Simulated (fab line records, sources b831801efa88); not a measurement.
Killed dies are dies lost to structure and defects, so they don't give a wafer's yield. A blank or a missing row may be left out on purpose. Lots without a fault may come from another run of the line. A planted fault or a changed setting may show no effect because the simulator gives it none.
Chamber matching | flow sky130 | SKY_FIELD_ISO_ETCH_14 on rie_diel-03: 4 sister chambers
The step etches BARC in N2/H2, stops on SiO2, time 45.9 s, target depth 60 nm. 16 wafers are shown with their chamber, then 8 later ones without.

WAFERS WITH THEIR CHAMBER
wafer  | chamber | drypump_motor_current_A (A) | throttle_valve_pct (%) | oes_product_au (a.u.)
L075.1 | 3       | 6.0                         | 13.225                 | 0.851
L075.3 | 2       | 4.8                         | 13.221                 | 0.845
L075.6 | 2       | 4.8                         | 13.218                 | 0.855
L078.2 | 1       | 5.5                         | 13.217                 | 0.849
L078.4 | 0       | 4.8                         | 13.214                 | 0.854
L078.5 | 3       | 6.0                         | 13.227                 | 0.851
L079.1 | 1       | 5.5                         | 13.216                 | 0.849
L079.4 | 2       | 4.8                         | 13.224                 | 0.856
L079.5 | 3       | 6.1                         | 13.239                 | 0.856
L080.1 | 1       | 5.4                         | 13.224                 | 0.850
L080.2 | 0       | 4.8                         | 13.220                 | 0.858
L080.6 | 0       | 4.8                         | 13.228                 | 0.856
L082.2 | 1       | 5.4                         | 13.222                 | 0.852
L082.3 | 3       | 6.1                         | 13.224                 | 0.862
L082.4 | 2       | 4.8                         | 13.216                 | 0.856
L086.2 | 2       | 4.7                         | 13.206                 | 0.861

SIGNATURES (means of the wafers above)
reading                 | chamber 0 | chamber 1 | chamber 2 | chamber 3 | scatter within a chamber
drypump_motor_current_A | 4.800     | 5.450     | 4.780     | 6.050     | 0.0483
throttle_valve_pct      | 13.22067  | 13.21975  | 13.21700  | 13.22875  | 0.0063
oes_product_au          | 0.85600   | 0.85000   | 0.85460   | 0.85500   | 0.00441
Rule: a wafer's distance from a chamber is the root of the sum, over the readings, of the square of ((its reading less the chamber's mean) divided by the reading's scatter). The wafer belongs to the nearest chamber; if the next one is less than 2 further off, it can't be placed. The scatter: the root of (the sum of the squares of (reading less its chamber's mean) over the shown wafers, divided by (wafers less chambers)).

WAFERS WITHOUT THEIR CHAMBER
wafer  | drypump_motor_current_A (A) | throttle_valve_pct (%) | oes_product_au (a.u.)
L086.4 | 6.1                         | 13.227                 | 0.851
L086.5 | 4.8                         | 13.228                 | 0.855
L089.1 | 4.8                         | 13.231                 | 0.859
L089.2 | 4.8                         | 13.229                 | 0.856
L089.5 | 5.5                         | 13.237                 | 0.850
L091.1 | 4.7                         | 13.223                 | 0.846
L091.3 | 5.5                         | 13.228                 | 0.864
L091.6 | 4.8                         | 13.219                 | 0.855

WHICH CHAMBER EACH WENT THROUGH
wafer  | from the rows above     | in truth
L086.4 | 3                       | 3
L086.5 | can't be placed: 0 or 2 | 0
L089.1 | can't be placed: 0 or 2 | 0
L089.2 | can't be placed: 0 or 2 | 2
L089.5 | 1                       | 1
L091.1 | can't be placed: 2 or 0 | 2
L091.3 | 1                       | 1
L091.6 | can't be placed: 0 or 2 | 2
Placed correctly: 3 of 8. Can't be placed from these rows: 5 (the true chamber is among the candidates in 5). Placed wrongly: 0.
